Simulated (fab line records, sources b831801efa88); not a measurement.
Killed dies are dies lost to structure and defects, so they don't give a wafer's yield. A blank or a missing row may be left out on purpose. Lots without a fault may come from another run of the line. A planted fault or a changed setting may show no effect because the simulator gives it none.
fab line records | flow sky130
record lots=5 wafers=15 last_day=48
route steps=708 shown GATE_OXIDE@196 POLY_GATE@204 RES_PROTECT@206
lots that met no fault: from a run of the same line without faults
start_h: hours from the record's first day to the start of the lot's first wafer shown | wait_h: hours since the lot's step before | " the same as in the row above | L1.1+2: a row that stands for several wafers | - no value, or no start given | * or withheld: withheld | < > ~ a bound
route shown NAME@n: a module of which the file shows steps, and the number in the route of the first | usual: mean/standard deviation of fault-free wafers | same: alike in all rows | chamber/n: place in a boat | sites: the reading at each site | _std_site: their standard deviation | _edge_site: outer sites' mean less inner sites' | radius_mm: how far each site lies from the wafer's centre | mask NAME#n: copy n | behind: the tool/chamber that last shaped the wafer | hold: why the lot was held/for how many hours/how that ended | device: the transistor (n, p or np) that didn't switch | end of line: the same wafers' tests at the end of the route | a step without rows: its recipe alone | killed: dies lost to structure and defects at the first sort, not the wafer's yield | map: a wafer's dies, x killed, . not, _ none there
set.NAME: the setting as run; set.NAME@STEP: as run at that earlier step | model.NAME: the simulator's own value behind a step, which no gauge read
lots at some steps of the route; a table a step, a row a wafer
services: from which hour (start_h, from the record's first day; less than 0 if before it) a tool's chamber was out of use, for how many hours, and why
## steps
# step SKY_GATE_OXIDE_DEVELOP_09
# recipe resist=NOVOLAK developer=TMAH develop_time_s=60 dev_temp_c=23
# columns lot.wafer tool chamber start_h wait_h
L074.2+4+5 litho_track-03 0 304.20 0.1
L081.1+4+5 litho_track-03 0 366.02 0.1
L082.4+5+6 litho_track-02 0 373.42 0.1
L084.4+5+6 litho_track-02 0 392.02 0.1
L086.1+3+5 litho_track-03 0 405.47 0.1
# step SKY_GATE_OXIDE_OVL_MEAS_10
# usual GATE_OXIDE_OVL=0.4/1.6
# columns lot.wafer tool chamber start_h wait_h GATE_OXIDE_OVL[nm]
L074.2 overlay-01 - 304.33 0.1 -1.1
L074.4 " - " " 0.7
L074.5 " - " " -1.5
L081.1 overlay-02 - 366.17 0.1 1.3
L081.4 " - " " 0.3
L081.5 " - " " 0.0
L082.4 overlay-02 - 373.52 0.1 -0.4
L082.5 " - " " 0.3
L082.6 " - " " 1.6
L084.4 overlay-02 - 392.12 0.1 -1.1
L084.5 " - " " 0.1
L084.6 " - " " -0.9
L086.1 overlay-01 - 405.62 0.1 -1.1
L086.3 " - " " -1.9
L086.5 " - " " -0.9
# step SKY_GATE_OXIDE_IMPLANT_11
# recipe species=B energy_kev=10 dose_cm2=2.6e+12 tilt_deg=withheld
# columns lot.wafer tool chamber start_h wait_h
L074.2+4+5 implanter-03 0 304.38 0.0
L081.1+4+5 implanter-01 0 366.21 0.0
L082.4+5+6 implanter-01 0 373.61 0.1
L084.4+5+6 implanter-01 0 392.21 0.1
L086.1+3+5 implanter-02 0 405.66 0.0
# step SKY_GATE_OXIDE_WET_ETCH_12
# recipe chemistry=dHF target_depth_nm=16.8 dry=n2_spin target=SiO2 dilution=100:1 temp_c=25 time_s=336
# columns lot.wafer tool chamber start_h wait_h
L074.2+4+5 wet_bench-03 2 304.51 0.1
L081.1+4+5 wet_bench-03 2 366.36 0.1
L082.4+5+6 wet_bench-02 3 373.69 0.1
L084.4+5+6 wet_bench-02 2 392.28 0.1
L086.1+3+5 wet_bench-03 1 405.81 0.1
# step SKY_GATE_OXIDE_STRIP_13
# recipe chemistry=O2/N2 power_w=1400 pressure_mtorr=1500 platen_temp_c=withheld o2_flow_sccm=3000 n2_flow_sccm=300 overash_fraction=0.5
# usual drypump_motor_current_A=5.81/0.3 oes_product_au=0.715/0.0046 strip_time_to_endpoint_s=14.16/0.043
# columns lot.wafer tool chamber start_h wait_h drypump_motor_current_A oes_product_au rf_hours_counter_h strip_time_to_endpoint_s
L074.2 plasma_asher-04 1 304.62 0.0 5.53 0.725 63 14.14
L074.4 " 1 " " 5.54 0.715 - 14.14
L074.5 " 1 " " 5.55 0.713 - 14.16
L081.1 plasma_asher-04 1 366.47 0.0 5.50 0.712 69 14.16
L081.4 " 0 " " 6.16 0.713 - 14.13
L081.5 " 0 " " 6.16 0.712 - 14.14
L082.4 plasma_asher-04 0 373.83 0.0 6.16 0.716 - 14.13
L082.5 " 0 " " 6.15 0.720 - 14.14
L082.6 " 1 " " 5.52 0.715 - 14.13
L084.4 plasma_asher-01 0 392.42 0.0 6.10 0.719 - 14.21
L084.5 " 0 " " 6.09 0.716 - 14.21
L084.6 " 1 " " 5.56 0.706 - 14.21
L086.1 plasma_asher-01 0 405.91 0.0 6.17 0.717 28 14.08
L086.3 " 1 " " 5.55 0.715 - 14.05
L086.5 " 0 " " 6.19 0.711 - 14.07
# step SKY_GATE_OXIDE_TW_MEAS_14
# usual GATE_OXIDE_TW=224.3/1.3
# columns lot.wafer tool chamber start_h wait_h GATE_OXIDE_TW
L074.2 film_metro-04 - 304.73 0.1 225.3
L074.4 " - " " 224.5
L074.5 " - " " 223.1
L081.1 film_metro-04 - 366.57 0.1 222.9
L081.4 " - " " 221.7
L081.5 " - " " 221.6
L082.4 film_metro-02 - 373.93 0.1 226.1
L082.5 " - " " 223.5
L082.6 " - " " 224.9
L084.4 film_metro-03 - 392.52 0.1 223.5
L084.5 " - " " 222.2
L084.6 " - " " 223.0
L086.1 film_metro-04 - 406.01 0.1 223.4
L086.3 " - " " 224.8
L086.5 " - " " 224.1
# step SKY_GATE_OXIDE_CLEAN_15
# recipe chemistry=SC1/SC2 mix=1:4:20 temp_c=70 time_s=150 dry=n2_spin
# columns lot.wafer tool chamber start_h wait_h
L074.2+4+5 wet_bench-01 3 304.78 0.0
L081.1+4+5 wet_bench-03 3 366.63 0.1
L082.4+5+6 wet_bench-03 1 373.96 0.0
L084.4+5+6 wet_bench-03 0 392.55 0.0
L086.1+3+5 wet_bench-02 3 406.07 0.1
# step SKY_GATE_OXIDE_OXIDATION_16
# recipe temp_c=800 ambient=O2 idle_temp_c=700 ramp_up_c_per_min=10 ramp_down_c_per_min=3 stabilise_s=600 purge_s=300 target_thk_a=35.7 ox_time_s=1915
# usual ox_temp_c_max=802.3/0.59 spike_tc_upper_C=799.7/1.2
# columns lot.wafer tool chamber start_h wait_h ox_temp_c_max spike_tc_upper_C
L074.2 furnace-02 0 305.27 0.4 801.0 799.2
L074.4 " 0 " " 800.8 800.5
L074.5 " 0 " " 801.6 800.3
L081.1 furnace-01 0 369.32 2.6 802.7 798.6
L081.4 " 0 " " 802.9 796.9
L081.5 " 0 " " 802.7 798.1
L082.4 furnace-02 0 374.67 0.7 802.6 800.9
L082.5 " 0 " " 802.2 799.9
L082.6 " 0 " " 802.2 799.9
L084.4 furnace-02 0 392.60 0.0 801.6 799.9
L084.5 " 0 " " 802.2 799.8
L084.6 " 0 " " 801.9 800.3
L086.1 furnace-02 0 406.89 0.8 802.1 799.5
L086.3 " 0 " " 801.8 799.0
L086.5 " 0 " " 801.9 801.2
# step SKY_POLY_GATE_CVD_00
# recipe material=poly-Si target_thk_nm=180 temp_c=620 time_s=720 pressure_mtorr=200
# usual spike_tc_upper_C=621.0/1.9
# columns lot.wafer tool chamber start_h wait_h spike_tc_upper_C
L074.2 lpcvd-01 1 306.80 0.0 618.8
L074.4 " 1 " " 619.3
L074.5 " 1 " " 618.2
L081.1 lpcvd-01 0 370.86 0.0 621.6
L081.4 " 0 " " 622.7
L081.5 " 0 " " 622.3
L082.4 lpcvd-01 1 376.20 0.0 617.2
L082.5 " 1 " " 618.7
L082.6 " 1 " " 618.1
L084.4 lpcvd-01 0 394.13 0.0 622.3
L084.5 " 0 " " 622.5
L084.6 " 0 " " 621.9
L086.1 lpcvd-01 0 408.42 0.0 622.9
L086.3 " 0 " " 623.5
L086.5 " 0 " " 621.7
# step SKY_POLY_GATE_THK_MEAS_01
# recipe reads=poly-Si_of_POLY_GATE_CVD_00
# usual POLY_GATE_CVD_00_THK=180.2/1.6
# columns lot.wafer tool chamber start_h wait_h POLY_GATE_CVD_00_THK[nm]
L074.2 film_metro-02 - 308.01 0.0 179.3
L074.4 " - " " 180.1
L074.5 " - " " 178.7
L081.1 film_metro-02 - 372.06 0.0 179.1
L081.4 " - " " 179.0
L081.5 " - " " 178.9
L082.4 film_metro-03 - 377.43 0.0 182.0
L082.5 " - " " 182.4
L082.6 " - " " 182.3
L084.4 film_metro-01 - 395.36 0.0 178.9
L084.5 " - " " 178.5
L084.6 " - " " 179.6
L086.1 film_metro-03 - 409.62 0.0 181.9
L086.3 " - " " 182.5
L086.5 " - " " 182.7
# step SKY_RES_PROTECT_DEHYDRATE_00
# recipe temp_c=200 time_s=60
# usual plate_temp_C=200.02/0.17
# columns lot.wafer tool chamber start_h wait_h plate_temp_C
L074.2 litho_track-03 0 320.45 12.4 200.01
L074.4 " 0 " " 200.35
L074.5 " 0 " " 200.12
L081.1 litho_track-03 0 385.67 13.6 200.21
L081.4 " 0 " " 199.92
L081.5 " 0 " " 200.09
L082.4 litho_track-03 0 391.65 14.2 200.25
L082.5 " 0 " " 200.23
L082.6 " 0 " " 200.06
L084.4 litho_track-03 0 409.05 13.7 200.10
L084.5 " 0 " " 200.03
L084.6 " 0 " " 200.03
L086.1 litho_track-03 0 424.12 14.5 200.09
L086.3 " 0 " " 200.33
L086.5 " 0 " " 200.05
# step SKY_RES_PROTECT_HMDS_01
# recipe prime_time_s=60 prime_temp_c=120
# same prime_time_s=60
# columns lot.wafer tool chamber start_h wait_h
L074.2+4+5 litho_track-03 0 320.60 0.1
L081.1+4+5 litho_track-03 0 385.82 0.1
L082.4+5+6 litho_track-03 0 391.80 0.1
L084.4+5+6 litho_track-03 0 409.20 0.1
L086.1+3+5 litho_track-03 0 424.27 0.1
# step SKY_RES_PROTECT_COAT_02
# recipe resist=NOVOLAK spin_rpm=3000 resist_thk_nm=1140
# columns lot.wafer tool chamber start_h wait_h
L074.2+4+5 litho_track-03 0 320.75 0.1
L081.1+4+5 litho_track-03 0 385.97 0.1
L082.4+5+6 litho_track-03 0 391.95 0.1
L084.4+5+6 litho_track-03 0 409.35 0.1
L086.1+3+5 litho_track-03 0 424.42 0.1
# step SKY_RES_PROTECT_SOFTBAKE_03
# recipe temp_c=90 time_s=60 resist=NOVOLAK
# usual plate_temp_C=89.97/0.13
# columns lot.wafer tool chamber start_h wait_h plate_temp_C
L074.2 litho_track-03 0 320.90 0.1 89.96
L074.4 " 0 " " 90.00
L074.5 " 0 " " 90.07
L081.1 litho_track-03 0 386.12 0.1 90.07
L081.4 " 0 " " 89.76
L081.5 " 0 " " 90.01
L082.4 litho_track-03 0 392.10 0.1 89.83
L082.5 " 0 " " 90.05
L082.6 " 0 " " 90.02
L084.4 litho_track-03 0 409.50 0.1 90.07
L084.5 " 0 " " 90.12
L084.6 " 0 " " 89.95
L086.1 litho_track-03 0 424.57 0.1 89.97
L086.3 " 0 " " 89.87
L086.5 " 0 " " 89.82
# step SKY_RES_PROTECT_EXPOSE_04
# recipe mask_id=RPM na=0.6 source_shape=conventional sigma_outer=0.6 polarization=unpolarized target_cd_nm=1270 dose_mj=131
# usual exposure_dose_mJ_cm2=131.01/0.11
# same na=0.6 sigma_outer=0.6
# columns lot.wafer tool chamber start_h wait_h mask exposure_dose_mJ_cm2
L074.2 iline_stepper-01 0 - - RPM#0 131.10
L074.4 " 0 " " RPM#0 131.09
L074.5 " 0 " " RPM#0 130.96
L081.1 iline_stepper-02 0 - - RPM#0 130.81
L081.4 " 0 " " RPM#0 130.85
L081.5 " 0 " " RPM#0 130.80
L082.4 iline_stepper-02 0 - - RPM#0 131.15
L082.5 " 0 " " RPM#0 131.11
L082.6 " 0 " " RPM#0 131.25
L084.4 iline_stepper-02 0 - - RPM#0 131.09
L084.5 " 0 " " RPM#0 131.08
L084.6 " 0 " " RPM#0 131.04
L086.1 iline_stepper-02 0 - - RPM#0 130.89
L086.3 " 0 " " RPM#0 131.00
L086.5 " 0 " " RPM#0 131.03
# step SKY_RES_PROTECT_PEB_05
# recipe temp_c=withheld time_s=* resist=NOVOLAK
# columns lot.wafer tool chamber start_h wait_h
L074.2+4+5 litho_track-03 0 - -
L081.1+4+5 litho_track-01 0 - -
L082.4+5+6 litho_track-01 0 - -
L084.4+5+6 litho_track-01 0 - -
L086.1+3+5 litho_track-03 0 - -
# step SKY_RES_PROTECT_DEVELOP_06
# recipe resist=NOVOLAK developer=TMAH develop_time_s=60 dev_temp_c=23
# columns lot.wafer tool chamber start_h wait_h
L074.2+4+5 litho_track-03 0 334.20 0.1
L081.1+4+5 litho_track-01 0 400.92 0.1
L082.4+5+6 litho_track-01 0 406.70 0.1
L084.4+5+6 litho_track-01 0 424.45 0.1
L086.1+3+5 litho_track-03 0 439.47 0.1
# step SKY_POLY_GATE_IMPLANT_02
# recipe species=P energy_kev=30 dose_cm2=7.7e+15 tilt_deg=0
# columns lot.wafer tool chamber start_h wait_h
L074.2+4+5 implanter-01 0 334.35 0.1
L081.1+4+5 implanter-04 0 401.07 0.1
L082.4+5+6 implanter-01 0 406.85 0.1
L084.4+5+6 implanter-03 0 424.60 0.1
L086.1+3+5 implanter-04 0 439.62 0.1
# step SKY_RES_PROTECT_STRIP_07
# recipe chemistry=O2/N2 power_w=1400 pressure_mtorr=1500 platen_temp_c=withheld o2_flow_sccm=3000 n2_flow_sccm=300 overash_fraction=0.5
# usual drypump_motor_current_A=5.7/0.37 oes_product_au=0.518/0.0043 strip_time_to_endpoint_s=23.29/0.047
# columns lot.wafer tool chamber start_h wait_h drypump_motor_current_A oes_product_au rf_hours_counter_h strip_time_to_endpoint_s
L074.2 plasma_asher-01 0 334.47 0.1 6.1 0.513 21 23.39
L074.4 " 0 " " 6.1 0.519 - 23.32
L074.5 " 1 " " 5.6 0.503 - 23.35
L081.1 plasma_asher-03 0 401.22 0.1 6.0 0.522 69 23.29
L081.4 " 1 " " 5.4 0.516 - 23.34
L081.5 " 1 " " 5.4 0.519 - 23.34
L082.4 plasma_asher-02 1 406.96 0.1 4.8 0.513 - 23.31
L082.5 " 1 " " 4.8 0.519 - 23.32
L082.6 " 0 " " 5.8 0.512 - 23.30
L084.4 plasma_asher-03 0 424.71 0.1 6.0 0.506 - 23.32
L084.5 " 0 " " 6.0 0.518 - 23.26
L084.6 " 1 " " 5.4 0.508 - 23.26
L086.1 plasma_asher-02 0 439.77 0.1 5.8 0.508 60 23.28
L086.3 " 0 " " 5.8 0.508 - 23.28
L086.5 " 1 " " 4.8 0.519 - 23.25
# step SKY_RES_PROTECT_TW_MEAS_08
# usual POLY_GATE_TW=4030/29
# columns lot.wafer tool chamber start_h wait_h POLY_GATE_TW
L074.2 film_metro-04 - 334.58 0.1 4016
L074.4 " - " " 4018
L074.5 " - " " 4032
L081.1 film_metro-04 - 401.32 0.1 4043
L081.4 " - " " 4020
L081.5 " - " " 4018
L082.4 film_metro-02 - 407.05 0.1 4075
L082.5 " - " " 4069
L082.6 " - " " 4052
L084.4 film_metro-01 - 424.80 0.1 3996
L084.5 " - " " 4010
L084.6 " - " " 4010
L086.1 film_metro-01 - 439.87 0.1 3971
L086.3 " - " " 3985
L086.5 " - " " 3986
# step SKY_RES_PROTECT_CLEAN_09
# recipe chemistry=SC1/SC2 mix=1:4:20 temp_c=70 time_s=150 dry=n2_spin
# columns lot.wafer tool chamber start_h wait_h
L074.2+4+5 wet_bench-03 1 334.63 0.0
L081.1+4+5 wet_bench-04 1 401.38 0.1
L082.4+5+6 wet_bench-04 3 407.08 0.0
L084.4+5+6 wet_bench-04 1 424.83 0.0
L086.1+3+5 wet_bench-04 2 439.93 0.1
# step SKY_POLY_GATE_CVD_03
# recipe material=Si3N4 precursor=DCS/NH3 target_thk_nm=75 temp_c=770 time_s=1290 pressure_mtorr=250
# usual spike_tc_upper_C=770.8/0.93
# columns lot.wafer tool chamber start_h wait_h spike_tc_upper_C
L074.2 lpcvd-02 0 334.68 0.0 770.9
L074.4 " 0 " " 770.8
L074.5 " 0 " " 770.9
L081.1 lpcvd-02 0 401.43 0.0 771.4
L081.4 " 0 " " 769.4
L081.5 " 0 " " 770.0
L082.4 lpcvd-02 1 411.02 3.9 770.9
L082.5 " 1 " " 773.0
L082.6 " 1 " " 770.3
L084.4 lpcvd-02 0 425.03 0.1 771.0
L084.5 " 0 " " 770.4
L084.6 " 0 " " 771.7
L086.1 lpcvd-02 1 439.98 0.0 770.5
L086.3 " 1 " " 771.5
L086.5 " 1 " " 769.9
# step SKY_POLY_GATE_THK_MEAS_04
# recipe reads=Si3N4_of_POLY_GATE_CVD_03
# usual POLY_GATE_CVD_03_THK=74.8/0.7
# columns lot.wafer tool chamber start_h wait_h POLY_GATE_CVD_03_THK[nm]
L074.2 film_metro-03 - 336.05 0.0 74.8
L074.4 " - " " 74.4
L074.5 " - " " 74.7
L081.1 film_metro-02 - 402.79 0.0 73.8
L081.4 " - " " 73.6
L081.5 " - " " 73.8
L082.4 film_metro-01 - 412.41 0.0 73.8
L082.5 " - " " 74.6
L082.6 " - " " 74.5
L084.4 film_metro-02 - 426.41 0.0 75.3
L084.5 " - " " 75.8
L084.6 " - " " 75.6
L086.1 film_metro-02 - 441.34 0.0 75.3
L086.3 " - " " 75.3
L086.5 " - " " 75.2
# step SKY_POLY_GATE_DEHYDRATE_05
# recipe temp_c=200 time_s=60
# usual plate_temp_C=200.01/0.18
# columns lot.wafer tool chamber start_h wait_h plate_temp_C
L074.2 litho_track-01 0 348.60 12.5 199.84
L074.4 " 0 " " 199.88
L074.5 " 0 " " 200.01
L081.1 litho_track-04 0 417.14 14.3 200.15
L081.4 " 0 " " 200.06
L081.5 " 0 " " 200.20
L082.4 litho_track-02 0 426.82 14.4 199.84
L082.5 " 0 " " 199.85
L082.6 " 0 " " 199.80
L084.4 litho_track-01 0 441.30 14.9 200.04
L084.5 " 0 " " 200.26
L084.6 " 0 " " 199.96
L086.1 litho_track-02 0 456.80 15.4 200.08
L086.3 " 0 " " 200.32
L086.5 " 0 " " 200.22
# step SKY_POLY_GATE_HMDS_06
# recipe prime_time_s=60 prime_temp_c=120
# same prime_time_s=60
# columns lot.wafer tool chamber start_h wait_h
L074.2+4+5 litho_track-01 0 348.75 0.1
L081.1+4+5 litho_track-04 0 417.29 0.1
L082.4+5+6 litho_track-02 0 426.97 0.1
L084.4+5+6 litho_track-01 0 441.45 0.1
L086.1+3+5 litho_track-02 0 456.95 0.1
# step SKY_POLY_GATE_COAT_07
# recipe resist=BARC temp_c=withheld time_s=withheld spin_rpm=3000 resist_thk_nm=110
# columns lot.wafer tool chamber start_h wait_h
L074.2+4+5 litho_track-01 0 348.90 0.1
L081.1+4+5 litho_track-04 0 417.44 0.1
L082.4+5+6 litho_track-02 0 427.12 0.1
L084.4+5+6 litho_track-01 0 441.60 0.1
L086.1+3+5 litho_track-02 0 457.10 0.1
# step SKY_POLY_GATE_COAT_08
# recipe resist=KrF-thick spin_rpm=3000 resist_thk_nm=450
# columns lot.wafer tool chamber start_h wait_h
L074.2+4+5 litho_track-01 0 - -
L081.1+4+5 litho_track-04 0 - -
L082.4+5+6 litho_track-02 0 - -
L084.4+5+6 litho_track-01 0 - -
L086.1+3+5 litho_track-02 0 - -
# step SKY_POLY_GATE_SOFTBAKE_09
# recipe temp_c=100 time_s=90 resist=KrF-thick
# usual plate_temp_C=99.99/0.12
# columns lot.wafer tool chamber start_h wait_h plate_temp_C
L074.2 litho_track-01 0 - - 99.90
L074.4 " 0 " " 99.94
L074.5 " 0 " " 100.01
L081.1 litho_track-04 0 - - 100.05
L081.4 " 0 " " 99.96
L081.5 " 0 " " 99.95
L082.4 litho_track-02 0 - - 99.93
L082.5 " 0 " " 100.09
L082.6 " 0 " " 100.18
L084.4 litho_track-01 0 - - 99.96
L084.5 " 0 " " 100.05
L084.6 " 0 " " 100.01
L086.1 litho_track-02 0 - - 100.31
L086.3 " 0 " " 100.14
L086.5 " 0 " " 100.24
# step SKY_POLY_GATE_EXPOSE_10
# recipe mask_id=P1M na=0.68 source_shape=conventional sigma_outer=0.6 target_cd_nm=150 dose_mj=28
# usual exposure_dose_mJ_cm2=27.99/0.031
# same na=0.68 sigma_outer=0.6
# columns lot.wafer tool chamber start_h wait_h mask exposure_dose_mJ_cm2
L074.2 krf_scanner-02 0 - - P1M#0 27.96
L074.4 " 0 " " P1M#0 28.00
L074.5 " 0 " " P1M#0 27.95
L081.1 krf_scanner-02 0 - - P1M#0 28.01
L081.4 " 0 " " P1M#0 27.94
L081.5 " 0 " " P1M#0 28.02
L082.4 krf_scanner-02 0 - - P1M#0 28.02
L082.5 " 0 " " P1M#0 28.01
L082.6 " 0 " " P1M#0 28.01
L084.4 krf_scanner-02 0 - - P1M#0 28.00
L084.5 " 0 " " P1M#0 28.02
L084.6 " 0 " " P1M#0 27.99
L086.1 krf_scanner-01 0 - - P1M#0 28.05
L086.3 " 0 " " P1M#0 28.02
L086.5 " 0 " " P1M#0 28.01
# step SKY_POLY_GATE_PEB_11
# recipe peb_temp_c=withheld peb_time_s=withheld resist=KrF-thick
# columns lot.wafer tool chamber start_h wait_h
L074.2+4+5 litho_track-04 0 - -
L081.1+4+5 litho_track-04 0 - -
L082.4+5+6 litho_track-01 0 - -
L084.4+5+6 litho_track-01 0 - -
L086.1+3+5 litho_track-02 0 - -
# step SKY_POLY_GATE_DEVELOP_12
# recipe develop_time_s=60 resist=KrF-thick dev_temp_c=21
# columns lot.wafer tool chamber start_h wait_h
L074.2+4+5 litho_track-04 0 - -
L081.1+4+5 litho_track-04 0 - -
L082.4+5+6 litho_track-01 0 - -
L084.4+5+6 litho_track-01 0 - -
L086.1+3+5 litho_track-02 0 - -
# step SKY_POLY_GATE_CD_MEAS_13
# recipe target_cd_nm=150
# usual cd_nm=150.3/1.4
# columns lot.wafer tool chamber start_h wait_h cd_nm
L074.2 cd_sem-01 - 363.86 - 148.1
L074.4 " - " " 149.5
L074.5 " - " " 151.6
L081.1 cd_sem-01 - 432.89 - 150.4
L081.4 " - " " 151.0
L081.5 " - " " 151.7
L082.4 cd_sem-01 - 442.73 - 149.7
L082.5 " - " " 149.8
L082.6 " - " " 151.6
L084.4 cd_sem-01 - 458.38 - 151.4
L084.5 " - " " 152.2
L084.6 " - " " 151.2
L086.1 cd_sem-01 - 472.85 - 149.1
L086.3 " - " " 149.2
L086.5 " - " " 150.4
# step SKY_POLY_GATE_OVL_MEAS_14
# usual POLY_GATE_OVL=1/5.9
# columns lot.wafer tool chamber start_h wait_h POLY_GATE_OVL[nm]
L074.2 overlay-02 - 363.97 0.1 6
L074.4 " - " " 8
L074.5 " - " " 5
L081.1 overlay-02 - 433.01 0.1 -2
L081.4 " - " " 0
L081.5 " - " " -4
L082.4 overlay-02 - 442.81 0.1 3
L082.5 " - " " 3
L082.6 " - " " -4
L084.4 overlay-02 - 458.46 0.1 7
L084.5 " - " " 7
L084.6 " - " " 11
L086.1 overlay-02 - 472.97 0.1 -1
L086.3 " - " " -4
L086.5 " - " " -3
# step SKY_POLY_GATE_ETCH_15
# recipe chemistry=N2/H2 target=BARC ion_energy_ev=200 source_w=500 bias_w=100 pressure_mtorr=30 n2_flow_sccm=100 h2_flow_sccm=200 stop_on=SiO2 time_s=118.5 target_depth_a=1100
# usual drypump_motor_current_A=5.7/0.38 oes_product_au=0.716/0.0046 throttle_valve_pct=13.213/0.0082
# columns lot.wafer tool chamber start_h wait_h drypump_motor_current_A oes_product_au rf_hours_counter_h throttle_valve_pct
L074.2 rie_diel-03 1 364.00 0.0 6.0 0.709 16 13.200
L074.4 " 3 " " 5.5 0.717 11 13.217
L074.5 " 0 " " 6.1 0.710 - 13.220
L081.1 rie_diel-01 2 433.05 0.0 5.4 0.709 3 13.215
L081.4 " 0 " " 5.8 0.716 60 13.219
L081.5 " 1 " " 5.7 0.725 - 13.212
L082.4 rie_diel-01 2 442.87 0.1 5.4 0.718 - 13.226
L082.5 " 0 " " 5.8 0.720 - 13.217
L082.6 " 3 " " 6.7 0.728 - 13.206
L084.4 rie_diel-02 1 458.48 0.0 5.8 0.715 1 13.201
L084.5 " 1 " " 5.9 0.717 - 13.210
L084.6 " 0 " " 5.1 0.706 - 13.229
L086.1 rie_diel-01 0 473.00 0.0 5.8 0.719 61 13.205
L086.3 " 3 " " 6.7 0.707 92 13.206
L086.5 " 2 " " 5.4 0.716 - 13.208
# step SKY_POLY_GATE_ETCH_16
# recipe stop_on=poly-Si chemistry=CH3F/O2 target=Si3N4 source_w=400 bias_w=80 pressure_mtorr=25 ch3f_flow_sccm=40 O2_flow_sccm=30 time_s=147.5 target_depth_a=750
# usual drypump_motor_current_A=5.7/0.38 oes_product_au=0.639/0.0054 throttle_valve_pct=10.535/0.0092
# columns lot.wafer tool chamber start_h wait_h drypump_motor_current_A oes_product_au rf_hours_counter_h throttle_valve_pct
L074.2 rie_diel-03 1 364.08 0.0 5.9 0.634 16 10.543
L074.4 " 3 " " 5.5 0.628 11 10.543
L074.5 " 0 " " 6.0 0.645 - 10.525
L081.1 rie_diel-01 2 433.13 0.0 5.4 0.635 3 10.543
L081.4 " 0 " " 5.7 0.640 60 10.533
L081.5 " 1 " " 5.7 0.627 - 10.530
L082.4 rie_diel-01 2 442.96 0.0 5.4 0.633 - 10.531
L082.5 " 0 " " 5.8 0.642 - 10.533
L082.6 " 3 " " 6.7 0.645 - 10.522
L084.4 rie_diel-02 1 458.56 0.0 5.8 0.645 1 10.544
L084.5 " 1 " " 5.8 0.649 - 10.524
L084.6 " 0 " " 5.1 0.648 - 10.535
L086.1 rie_diel-01 0 473.09 0.0 5.7 0.634 61 10.539
L086.3 " 3 " " 6.7 0.643 92 10.531
L086.5 " 2 " " 5.4 0.643 - 10.528
# step SKY_POLY_GATE_ETCH_17
# recipe target_depth_nm=180 stop_on=SiO2 over_etch_frac=0.56667 chemistry=HBr/Cl2 target=poly-Si icp_w=400 bias_w=100 pressure_mtorr=10 HBr_flow_sccm=150 Cl2_flow_sccm=50 time_s=70.5
# usual drypump_motor_current_A=5.6/0.46 mfc_cl2_sccm=50.00/0.15 oes_product_au=0.984/0.0069 throttle_valve_pct=33.684/0.0093
# columns lot.wafer tool chamber start_h wait_h drypump_motor_current_A mfc_cl2_sccm oes_product_au rf_hours_counter_h throttle_valve_pct
L074.2 rie_si-01 2 364.18 0.0 5.7 50.08 0.981 2 33.687
L074.4 " 0 " " 5.4 50.03 0.991 4 33.663
L074.5 " 0 " " 5.4 49.93 0.983 - 33.685
L081.1 rie_si-01 1 433.23 0.0 6.3 49.82 0.990 1 33.697
L081.4 " 0 " " 5.4 50.15 0.979 4 33.682
L081.5 " 2 " " 5.7 49.94 0.980 - 33.673
L082.4 rie_si-02 0 443.01 0.0 4.9 49.88 0.991 1 33.684
L082.5 " 1 " " 5.6 50.21 0.980 - 33.688
L082.6 " 2 " " 6.1 49.98 0.983 - 33.682
L084.4 rie_si-01 2 458.66 0.0 5.6 49.92 0.984 3 33.684
L084.5 " 3 " " 5.2 50.10 0.969 - 33.690
L084.6 " 0 " " 5.4 50.08 0.987 - 33.691
L086.1 rie_si-01 3 473.19 0.0 5.2 49.91 0.976 7 33.677
L086.3 " 0 " " 5.4 50.02 0.983 4 33.679
L086.5 " 2 " " 5.7 49.97 0.989 - 33.680
# step SKY_POLY_GATE_STRIP_18
# recipe chemistry=O2/N2 power_w=1400 pressure_mtorr=1500 platen_temp_c=withheld o2_flow_sccm=3000 n2_flow_sccm=300 overash_fraction=0.5
# usual drypump_motor_current_A=5.6/0.4 oes_product_au=0.361/0.005 strip_time_to_endpoint_s=3.17/0.044
# columns lot.wafer tool chamber start_h wait_h drypump_motor_current_A oes_product_au rf_hours_counter_h strip_time_to_endpoint_s
L074.2 plasma_asher-03 0 364.23 0.0 6.0 0.366 66 3.18
L074.4 " 1 " " 5.4 0.362 - 3.17
L074.5 " 1 " " 5.4 0.359 - 3.16
L081.1 plasma_asher-02 0 433.28 0.0 5.7 0.368 59 3.26
L081.4 " 1 " " 4.8 0.368 - 3.12
L081.5 " 0 " " 5.8 0.361 - 3.11
L082.4 plasma_asher-02 1 443.10 0.1 4.8 0.371 - 3.24
L082.5 " 0 " " 5.8 0.370 - 3.19
L082.6 " 1 " " 4.8 0.359 - 3.22
L084.4 plasma_asher-04 1 458.75 0.1 5.5 0.347 - 3.04
L084.5 " 0 " " 6.1 0.355 - 3.07
L084.6 " 1 " " 5.5 0.356 - 3.18
L086.1 plasma_asher-03 1 473.24 0.0 5.4 0.364 77 3.25
L086.3 " 1 " " 5.4 0.364 - 3.14
L086.5 " 0 " " 6.0 0.360 - 3.21
# step SKY_POLY_GATE_CLEAN_19
# recipe chemistry=SC1/SC2 mix=1:4:20 temp_c=70 time_s=150 dry=n2_spin
# columns lot.wafer tool chamber start_h wait_h
L074.2+4+5 wet_bench-04 1 364.33 0.1
L081.1+4+5 wet_bench-01 1 433.38 0.1
L082.4+5+6 wet_bench-02 2 443.17 0.0
L084.4+5+6 wet_bench-04 0 458.82 0.0
L086.1+3+5 wet_bench-02 2 473.34 0.1
## services
# columns tool chamber start_h hours kind
wet_bench-04 - 291.70 1.7 repair
rie_diel-01 1 300.49 29.1 repair
plasma_asher-03 - 302.50 11.8 repair
rie_diel-01 0 312.17 5.7 repair
rie_diel-01 0 325.28 13.8 repair
lpcvd-02 - 325.50 1.0 repair
iline_stepper-02 - 331.94 0.7 repair
wet_bench-04 - 332.91 4.5 repair
rie_diel-01 - 333.66 1.4 repair
plasma_asher-02 - 339.43 4.0 repair
iline_stepper-02 - 340.89 7.9 repair
furnace-02 - 347.81 3.9 pm
krf_scanner-02 - 351.07 1.2 repair
krf_scanner-02 - 352.47 4.0 pm
implanter-01 - 352.50 3.4 pm
krf_scanner-02 - 356.69 1.0 pm
rie_diel-01 2 373.82 6.8 repair
krf_scanner-02 - 380.71 0.8 pm
plasma_asher-04 - 383.22 0.9 repair
rie_diel-01 - 387.39 2.8 pm
implanter-01 - 402.91 2.1 repair
rie_diel-01 1 440.18 2.7 repair
rie_diel-01 0 444.23 5.9 repair
lpcvd-01 - 451.32 1.3 repair
## key
fault none
